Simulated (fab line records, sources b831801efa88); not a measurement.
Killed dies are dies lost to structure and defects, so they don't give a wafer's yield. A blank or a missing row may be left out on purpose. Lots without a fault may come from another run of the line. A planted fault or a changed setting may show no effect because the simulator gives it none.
A struck lot beside a sound one | flow gf180mcu | 43 steps out of a route of 602
Sound: wafers L696.2, L696.3, L696.6. Struck: wafers L701.2, L701.4, L701.6. The cause comes at the end.
At each step with rows: each side's tool, then ch and its chambers, then its first start. Under that, the readings that differ: sound wafers | struck wafers | difference of the means | sigmas: that difference in standard deviations of wafers without a fault.
alike: readings whose means differ by less than 2 such deviations, and words and numbers that are the same on both sides. not compared: withheld readings, readings that some wafer has no value for, bounds like >300 that may hide the same value, and numbers for which the record gives no deviation and whose values overlap.
The two part at a step that has a row with sigmas, a row that says differs or no value, or rows on one side only. Numbers that don't overlap but have no deviation are shown without sigmas and don't part them. A reading that every wafer of one side lacks parts them only if that side has two wafers or more.

first, 3 steps without rows for these wafers: GF_DUAL_GATE_CLEAN_00 (cleans in SC1/SC2, time 150 s); GF_DUAL_GATE_CLEAN_01 (cleans in dHF, time 20 s); GF_DUAL_GATE_OXIDATION_02 (stabilise 600 s, purge 300 s, target thk 10.887 nm).
GF_DUAL_GATE_THK_MEAS_03:
  sound on film_metro-04, day 9 11:52; struck on film_metro-03, day 10 19:17
  alike: DUAL_GATE_OXIDATION_00_THK
then, 7 steps without rows for these wafers: GF_DUAL_GATE_DEHYDRATE_04 (time 60 s); GF_DUAL_GATE_HMDS_05 (prime time 60 s); GF_DUAL_GATE_COAT_06 (resist thk 1000 nm); GF_DUAL_GATE_SOFTBAKE_07 (time 60 s); GF_DUAL_GATE_EXPOSE_08 (exposes mask Dualgate, target cd 700 nm); GF_DUAL_GATE_PEB_09; GF_DUAL_GATE_DEVELOP_10 (develop time 60 s).
GF_DUAL_GATE_OVL_MEAS_11:
  sound on overlay-02, day 10 04:52; struck on overlay-01, day 11 12:43
  alike: DUAL_GATE_OVL
GF_DUAL_GATE_WET_ETCH_12: etches SiO2 in dHF, target depth 13 nm, time 260 s.
  sound on wet_bench-01 ch 1, day 10 04:54; struck on wet_bench-01 ch 0, day 11 12:45
GF_DUAL_GATE_STRIP_13: strips in O2/N2.
  sound on plasma_asher-04 ch 0,1, day 10 05:00; struck on plasma_asher-02 ch 0,1, day 11 12:50
  reading                      | sound             | struck            | difference | sigmas
  strip_time_to_endpoint_s (s) | 12.69 12.68 12.68 | 12.61 12.56 12.60 | -0.09      | -3
  alike: drypump_motor_current_A, heater_power_w, oes_product_au
  not compared: rf_hours_counter_h
then, 3 steps without rows for these wafers: GF_DUAL_GATE_CLEAN_14 (cleans in SC1/SC2, time 150 s); GF_DUAL_GATE_OXIDATION_15 (stabilise 600 s, purge 300 s, target thk 7.098 nm); GF_POLY_GATE_CVD_00 (deposits poly-Si, target thk 200 nm, time 1200 s).
GF_POLY_GATE_THK_MEAS_01:
  sound on film_metro-04, day 10 12:16; struck on film_metro-01, day 12 03:08
  alike: POLY_GATE_CVD_00_THK
then, 8 steps without rows for these wafers: GF_POLY_GATE_DEHYDRATE_02 (time 60 s); GF_POLY_GATE_HMDS_03 (prime time 60 s); GF_POLY_GATE_COAT_04; GF_POLY_GATE_COAT_05 (resist thk 700 nm); GF_POLY_GATE_SOFTBAKE_06 (time 60 s); GF_POLY_GATE_EXPOSE_07 (exposes mask Poly2, target cd 280 nm); GF_POLY_GATE_PEB_08 (peb time 90 s); GF_POLY_GATE_DEVELOP_09 (develop time 60 s).
GF_POLY_GATE_CD_MEAS_10: target cd 280 nm.
  sound on cd_sem-02, day 11 05:34; struck on cd_sem-01, day 12 21:37
  reading    | sound             | struck            | difference | sigmas
  cd_nm (nm) | 282.4 280.7 281.1 | 277.6 277.8 277.4 | -3.8       | -3
GF_POLY_GATE_OVL_MEAS_11:
  sound on overlay-02, day 11 05:40; struck on overlay-02, day 12 21:44
  alike: POLY_GATE_OVL
GF_POLY_GATE_ETCH_12: etches BARC in N2/H2.
  sound on rie_diel-03 ch 1,2, day 11 05:42; struck on rie_diel-01 ch 0,2, day 12 21:46
  alike: drypump_motor_current_A, oes_product_au, throttle_valve_pct
GF_POLY_GATE_ETCH_13: etches poly-Si in HBr/Cl2, stops on SiO2, target depth 198.5 nm, time 69.6 s.
  sound on rie_si-02 ch 0,1, day 11 05:45; struck on rie_si-02 ch 1,2,3, day 12 21:49
  alike: drypump_motor_current_A, oes_product_au, throttle_valve_pct
  not compared: rf_hours_counter_h
GF_POLY_GATE_STRIP_14: strips in O2/N2.
  sound on plasma_asher-04 ch 0,1, day 11 05:49; struck on plasma_asher-02 ch 0, day 12 21:52
  alike: drypump_motor_current_A, heater_power_w, oes_product_au
  not compared: rf_hours_counter_h
then, 2 steps without rows for these wafers: GF_POLY_GATE_CLEAN_15 (cleans in SC1/SC2, time 150 s); GF_POLY_GATE_OXIDATION_16 (stabilise 600 s, purge 300 s, target thk 4 nm).
GF_POLY_GATE_THK_MEAS_17:
  sound on film_metro-02, day 11 09:09; struck on film_metro-01, day 12 23:17
  alike: POLY_GATE_OXIDATION_THK
GF_POLY_GATE_CD_MEAS_18:
  sound on cd_sem-01, day 11 09:19; struck on cd_sem-01, day 12 23:22
  alike: cd_nm
then, 7 steps without rows for these wafers: GF_HV_LDD_DEHYDRATE_00 (time 60 s); GF_HV_LDD_HMDS_01 (prime time 60 s); GF_HV_LDD_COAT_02 (resist thk 1000 nm); GF_HV_LDD_SOFTBAKE_03 (time 60 s); GF_HV_LDD_EXPOSE_04 (exposes mask Nplus LV AREA, target cd 400 nm); GF_HV_LDD_PEB_05; GF_HV_LDD_DEVELOP_06 (develop time 60 s).
-- the record jumps here: 20 days lie between the struck wafers' starts before and after (it left off in module HV_LDD and takes up again in module PASSIVATION, whose first step shown is number 602 of the route) --
GF_PASSIVATION_PROBE_99:
  the record has rows for the struck wafers here (prober-01, day 32 13:00) and none for the sound ones

WHERE THEY PART
First at GF_DUAL_GATE_STRIP_13; last, within this record, at GF_PASSIVATION_PROBE_99.

WHY: what the simulator had put in
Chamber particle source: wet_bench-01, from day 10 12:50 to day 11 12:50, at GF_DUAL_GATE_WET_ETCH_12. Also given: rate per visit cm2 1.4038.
